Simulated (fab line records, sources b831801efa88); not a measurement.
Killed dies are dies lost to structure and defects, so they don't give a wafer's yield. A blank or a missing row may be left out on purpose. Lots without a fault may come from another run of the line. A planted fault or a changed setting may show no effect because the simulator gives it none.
fab line records | flow sky130
record lots=6 wafers=18 last_day=50
route steps=708 shown RES_XHIGH@333 SD_N@342 PAD_OPEN@708
lots that met no fault: from a run of the same line without faults
start_h: hours from the record's first day to the start of the lot's first wafer shown | wait_h: hours since the lot's step before | " the same as in the row above | L1.1+2: a row that stands for several wafers | - no value, or no start given | * or withheld: withheld | < > ~ a bound
route shown NAME@n: a module of which the file shows steps, and the number in the route of the first | usual: mean/standard deviation of fault-free wafers | same: alike in all rows | chamber/n: place in a boat | sites: the reading at each site | _std_site: their standard deviation | _edge_site: outer sites' mean less inner sites' | radius_mm: how far each site lies from the wafer's centre | mask NAME#n: copy n | behind: the tool/chamber that last shaped the wafer | hold: why the lot was held/for how many hours/how that ended | device: the transistor (n, p or np) that didn't switch | end of line: the same wafers' tests at the end of the route | a step without rows: its recipe alone | killed: dies lost to structure and defects at the first sort, not the wafer's yield | map: a wafer's dies, x killed, . not, _ none there
set.NAME: the setting as run; set.NAME@STEP: as run at that earlier step | model.NAME: the simulator's own value behind a step, which no gauge read
lots at some steps of the route; a table a step, a row a wafer
services: from which hour (start_h, from the record's first day; less than 0 if before it) a tool's chamber was out of use, for how many hours, and why
## steps
# step SKY_RES_XHIGH_HMDS_01
# recipe prime_time_s=60 prime_temp_c=120
# step SKY_RES_XHIGH_COAT_02
# recipe resist=NOVOLAK spin_rpm=3000 resist_thk_nm=1140
# step SKY_RES_XHIGH_SOFTBAKE_03
# recipe temp_c=90 time_s=60 resist=NOVOLAK
# step SKY_RES_XHIGH_EXPOSE_04
# recipe mask_id=URPM na=0.6 source_shape=conventional sigma_outer=0.6 polarization=unpolarized target_cd_nm=1270 dose_mj=140
# step SKY_RES_XHIGH_PEB_05
# recipe temp_c=withheld time_s=* resist=NOVOLAK
# step SKY_RES_XHIGH_DEVELOP_06
# recipe resist=NOVOLAK developer=TMAH develop_time_s=60 dev_temp_c=23
# step SKY_RES_XHIGH_IMPLANT_07
# recipe species=BF2 energy_kev=20 dose_cm2=3.6e+14 tilt_deg=0
# step SKY_RES_XHIGH_STRIP_08
# recipe chemistry=O2/N2 power_w=1400 pressure_mtorr=1500 platen_temp_c=withheld o2_flow_sccm=3000 n2_flow_sccm=300 overash_fraction=0.5
# usual drypump_motor_current_A=6.06/0.27 oes_product_au=0.711/0.0042 strip_time_to_endpoint_s=14.28/0.046
# columns lot.wafer tool chamber start_h wait_h drypump_motor_current_A oes_product_au rf_hours_counter_h strip_time_to_endpoint_s
L464.2 plasma_asher-01 1 615.10 0.1 6.36 0.713 83 14.29
L464.3 " 1 " " 6.37 0.712 - 14.30
L464.5 " 0 " " 6.17 0.705 - 14.28
L466.1 plasma_asher-03 0 622.96 0.1 5.97 0.703 46 14.37
L466.3 " 1 " " 5.73 0.708 - 14.38
L466.6 " 1 " " 5.75 0.707 - 14.36
L477.2 plasma_asher-01 0 727.60 0.1 6.15 0.709 94 14.27
L477.3 " 1 " " 6.36 0.702 - 14.23
L477.5 " 0 " " 6.15 0.708 - 14.31
L478.4 plasma_asher-03 0 729.09 0.1 5.97 0.707 - 14.22
L478.5 " 0 " " 5.98 0.702 - 14.22
L478.6 " 1 " " 5.73 0.710 - 14.18
L485.1 plasma_asher-01 1 799.28 0.1 6.35 0.712 102 14.22
L485.3 " 1 " " 6.36 0.713 - 14.24
L485.6 " 0 " " 6.20 0.713 - 14.27
L486.3 plasma_asher-03 1 799.83 0.1 5.74 0.711 - 14.36
L486.4 " 0 " " 5.98 0.709 - 14.35
L486.6 " 1 " " 5.73 0.710 - 14.35
# step SKY_RES_XHIGH_TW_MEAS_09
# usual RES_XHIGH_TW=1646/15
# columns lot.wafer tool chamber start_h wait_h RES_XHIGH_TW
L464.2 film_metro-04 - 615.21 0.1 1656
L464.3 " - " " 1650
L464.5 " - " " 1647
L466.1 film_metro-04 - 623.06 0.1 1655
L466.3 " - " " 1642
L466.6 " - " " 1665
L477.2 film_metro-04 - 727.71 0.1 1663
L477.3 " - " " 1663
L477.5 " - " " 1657
L478.4 film_metro-01 - 729.19 0.1 1663
L478.5 " - " " 1660
L478.6 " - " " 1659
L485.1 film_metro-03 - 799.38 0.1 1620
L485.3 " - " " 1615
L485.6 " - " " 1618
L486.3 film_metro-04 - 799.92 0.1 1648
L486.4 " - " " 1651
L486.6 " - " " 1659
# step SKY_SD_N_DEHYDRATE_00
# recipe temp_c=200 time_s=60
# step SKY_SD_N_HMDS_01
# recipe prime_time_s=60 prime_temp_c=120
# step SKY_SD_N_COAT_02
# recipe resist=NOVOLAK spin_rpm=3000 resist_thk_nm=1140
# step SKY_SD_N_SOFTBAKE_03
# recipe temp_c=90 time_s=60 resist=NOVOLAK
# usual chill_plate_temp_C=23.03/0.11 heater_power_total_W=56.60/0.046 plate_temp_C=89.98/0.13
# columns lot.wafer tool chamber start_h wait_h chill_plate_temp_C heater_power_total_W plate_temp_C model.NOVOLAK_of_SD_N_COAT_02.thk_nm
L464.2 litho_track-01 0 629.31 0.1 23.10 56.64 89.96 1140
L464.3 " 0 " " 23.03 56.59 89.97 1140
L464.5 " 0 " " 23.02 56.60 90.09 1142
L466.1 litho_track-02 0 637.06 0.1 22.98 56.63 89.99 1138
L466.3 " 0 " " 23.02 56.63 90.01 1143
L466.6 " 0 " " 23.07 56.55 89.91 1135
L477.2 litho_track-02 0 741.73 0.1 23.09 59.83 93.99 1131
L477.3 " 0 " " 23.10 60.01 93.87 1132
L477.5 " 0 " " 23.17 60.01 94.08 1135
L478.4 litho_track-02 0 743.38 0.1 23.06 59.91 94.01 1132
L478.5 " 0 " " 23.12 59.86 93.66 1128
L478.6 " 0 " " 23.07 59.98 93.99 1132
L485.1 litho_track-01 0 811.74 0.1 23.15 56.51 89.98 1145
L485.3 " 0 " " 23.05 56.55 89.80 1147
L485.6 " 0 " " 23.18 56.56 89.96 1143
L486.3 litho_track-03 0 812.48 0.1 23.22 56.58 90.04 1144
L486.4 " 0 " " 23.14 56.54 89.94 1143
L486.6 " 0 " " 23.08 56.62 89.93 1143
# step SKY_SD_N_EXPOSE_04
# recipe mask_id=NSDM na=0.6 source_shape=conventional sigma_outer=0.6 polarization=unpolarized target_cd_nm=380 dose_mj=141
# step SKY_SD_N_PEB_05
# recipe temp_c=withheld time_s=* resist=NOVOLAK
# step SKY_SD_N_DEVELOP_06
# recipe resist=NOVOLAK developer=TMAH develop_time_s=60 dev_temp_c=23
# usual chill_plate_temp_C=22.99/0.11
# same develop_time_s=60
# columns lot.wafer tool chamber start_h wait_h chill_plate_temp_C model.NOVOLAK_of_SD_N_COAT_02.thk_nm
L464.2 litho_track-03 0 643.75 0.1 23.04 1139
L464.3 " 0 " " 22.87 1140
L464.5 " 0 " " 23.05 1141
L466.1 litho_track-03 0 652.03 0.1 22.87 1138
L466.3 " 0 " " 23.04 1142
L466.6 " 0 " " 22.93 1135
L477.2 litho_track-03 0 755.30 0.1 23.14 1131
L477.3 " 0 " " 23.11 1132
L477.5 " 0 " " 23.06 1135
L478.4 litho_track-01 0 757.21 0.1 23.14 1132
L478.5 " 0 " " 23.17 1128
L478.6 " 0 " " 23.10 1132
L485.1 litho_track-01 0 825.09 0.1 22.91 1144
L485.3 " 0 " " 23.05 1146
L485.6 " 0 " " 22.84 1142
L486.3 litho_track-02 0 825.51 0.1 22.81 1143
L486.4 " 0 " " 22.86 1142
L486.6 " 0 " " 22.87 1142
# step SKY_SD_N_CD_MEAS_07
# recipe target_cd_nm=380
# usual cd_nm=381.3/2.1
# columns lot.wafer tool chamber start_h wait_h cd_nm
L464.2 cd_sem-01 - 643.90 0.1 377.3
L464.3 " - " " 379.9
L464.5 " - " " 382.1
L466.1 cd_sem-01 - 652.18 0.1 380.8
L466.3 " - " " 378.6
L466.6 " - " " 379.2
L477.2 cd_sem-01 - 755.45 0.1 379.6
L477.3 " - " " 380.8
L477.5 " - " " 381.0
L478.4 cd_sem-01 - 757.35 0.1 382.1
L478.5 " - " " 382.2
L478.6 " - " " 382.2
L485.1 cd_sem-01 - 825.24 0.1 380.8
L485.3 " - " " 380.6
L485.6 " - " " 382.6
L486.3 cd_sem-01 - 825.65 0.1 379.5
L486.4 " - " " 379.8
L486.6 " - " " 379.6
# step SKY_PAD_OPEN_PROBE_99
# usual killed_at_M0_to_M3=42/7.4 killed_at_M4_up=3.3/2.1 killed_at_contacts=24/5.3 killed_at_front_end=15/4.5 killed_at_other=0.3/0.57 killed_dies=84/10 killed_on_rim=17/3.8 killed_open=46/7.5 killed_short=38/6.4
# same gross_dies=492 killed_at_back_side=0
# columns lot.wafer tool chamber start_h wait_h killed_at_M0_to_M3 killed_at_M4_up killed_at_contacts killed_at_front_end killed_at_other killed_dies killed_on_rim killed_open killed_short
L466.1 prober-02 - 1080.20 0.1 48 6 19 14 1 88 22 40 48
L466.3 prober-02 - 1080.30 0.2 39 1 25 21 0 86 15 48 38
L466.6 prober-02 - 1080.45 0.2 39 7 15 16 0 77 13 41 36
L477.2 prober-02 - 1153.21 0.1 41 3 23 15 0 82 19 52 30
L477.3 prober-02 - 1153.26 0.2 34 5 22 20 0 81 13 40 41
L477.5 prober-02 - 1153.36 0.2 41 3 16 19 0 79 19 44 35
L478.4 prober-01 - 1155.21 0.2 38 5 27 13 0 83 13 40 43
L478.5 prober-01 - 1155.26 0.2 50 2 24 8 1 85 19 51 33
L478.6 prober-01 - 1155.31 0.2 38 2 25 18 0 83 23 42 41
# killed by level:class
L466.1 CONTACT:geometric_particle:open=10 METAL1:geometric_particle:short=8 VIA3:geometric_particle:short=8 VIA2:geometric_particle:open=7 FIELD_ISO:geometric_particle:open=6 VIA1:geometric_particle:open=6 METAL2:geometric_particle:short=6 METAL4:geometric_particle:short=6
L466.3 CONTACT:geometric_particle:open=10 VIA1:geometric_particle:open=9 VIA2:geometric_particle:open=8 POLY_GATE:geometric_particle:short=7 FIELD_ISO:geometric_particle:open=6 LI_CONTACT:geometric_particle:open=6 CONTACT:geometric_particle:short=5 METAL1:geometric_particle:short=5
L466.6 VIA1:geometric_particle:open=11 CONTACT:geometric_particle:open=9 VIA1:geometric_particle:short=6 METAL2:geometric_particle:short=6 LI_CONTACT:geometric_particle:open=5 VIA3:geometric_particle:open=5 FIELD_ISO:geometric_particle:short=4 METAL4:geometric_particle:short=4
L477.2 CONTACT:geometric_particle:open=14 VIA1:geometric_particle:open=9 POLY_GATE:geometric_particle:open=7 METAL1:geometric_particle:short=7 METAL2:geometric_particle:short=6 VIA2:geometric_particle:open=5 VIA3:geometric_particle:open=4 FIELD_ISO:geometric_particle:short=3
L477.3 VIA3:geometric_particle:open=8 LI_CONTACT:geometric_particle:open=7 FIELD_ISO:geometric_particle:short=6 POLY_GATE:geometric_particle:short=5 CONTACT:geometric_particle:open=5 VIA1:geometric_particle:open=5 LOCAL_INTERCONNECT:geometric_particle:short=4 VIA1:geometric_particle:short=4
L477.5 VIA1:geometric_particle:open=11 VIA3:geometric_particle:open=9 VIA1:geometric_particle:short=6 POLY_GATE:geometric_particle:short=5 CONTACT:geometric_particle:open=5 FIELD_ISO:geometric_particle:open=4 POLY_GATE:geometric_particle:open=4 CONTACT:geometric_particle:short=4
L478.4 CONTACT:geometric_particle:open=11 VIA1:geometric_particle:short=6 CONTACT:geometric_particle:short=5 VIA3:geometric_particle:open=5 VIA1:geometric_particle:open=5 LI_CONTACT:geometric_particle:short=4 METAL1:geometric_particle:short=4 METAL2:geometric_particle:short=4
L478.5 VIA1:geometric_particle:open=11 CONTACT:geometric_particle:open=9 LI_CONTACT:geometric_particle:open=8 METAL2:geometric_particle:short=8 VIA3:geometric_particle:open=6 VIA2:geometric_particle:short=6 VIA2:geometric_particle:open=6 POLY_GATE:geometric_particle:short=3
L478.6 VIA1:geometric_particle:open=10 CONTACT:geometric_particle:open=9 METAL2:geometric_particle:short=7 CONTACT:geometric_particle:short=6 LI_CONTACT:geometric_particle:open=5 POLY_GATE:geometric_particle:short=5 POLY_GATE:geometric_particle:open=4 VIA2:geometric_particle:short=4
## services
# columns tool chamber start_h hours kind
plasma_asher-03 - 594.60 5.3 repair
plasma_asher-01 - 637.24 0.8 repair
litho_track-02 - 657.44 - consumable_replace:filter
litho_track-03 - 736.50 - consumable_replace:filter
plasma_asher-03 - 743.87 2.8 pm
plasma_asher-03 - 772.51 3.8 repair
plasma_asher-03 - 796.01 2.4 repair
plasma_asher-01 - 818.64 16.4 pm
## key
first_sign step=SKY_SD_N_SOFTBAKE_03 reading=heater_power_total_W direction=up sigmas=72 usual=* struck=*
effect step=SKY_SD_N_SOFTBAKE_03 reading=plate_temp_C direction=up sigmas=29 usual=* struck=*
model_effect step=SKY_SD_N_SOFTBAKE_03 value=NOVOLAK_of_SD_N_COAT_02.thk_nm without=1144 struck=1132
model_effect step=SKY_SD_N_DEVELOP_06 value=NOVOLAK_of_SD_N_COAT_02.thk_nm without=1143 struck=1132
met_at SKY_SD_N_SOFTBAKE_03
struck_wafers L477.2,L477.3,L477.5,L478.4,L478.5,L478.6
tester_left_out L477,L478
onset_between 637.06 741.73
fault kind=process_parameter_drift tool=litho_track-02 chamber=- onset_h=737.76 steps=SKY_SD_N_SOFTBAKE_03 channel=temp_c offset=* shape=step end_h=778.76 acts_in=* stated=*
# tester_left_out: of these lots the tester's yield and bins aren't shown, on N5 and GAA mostly nor the transistor test; their killed dies are dies lost to structure and defects alone, not to doping, threshold or leakage, so they don't give the yield
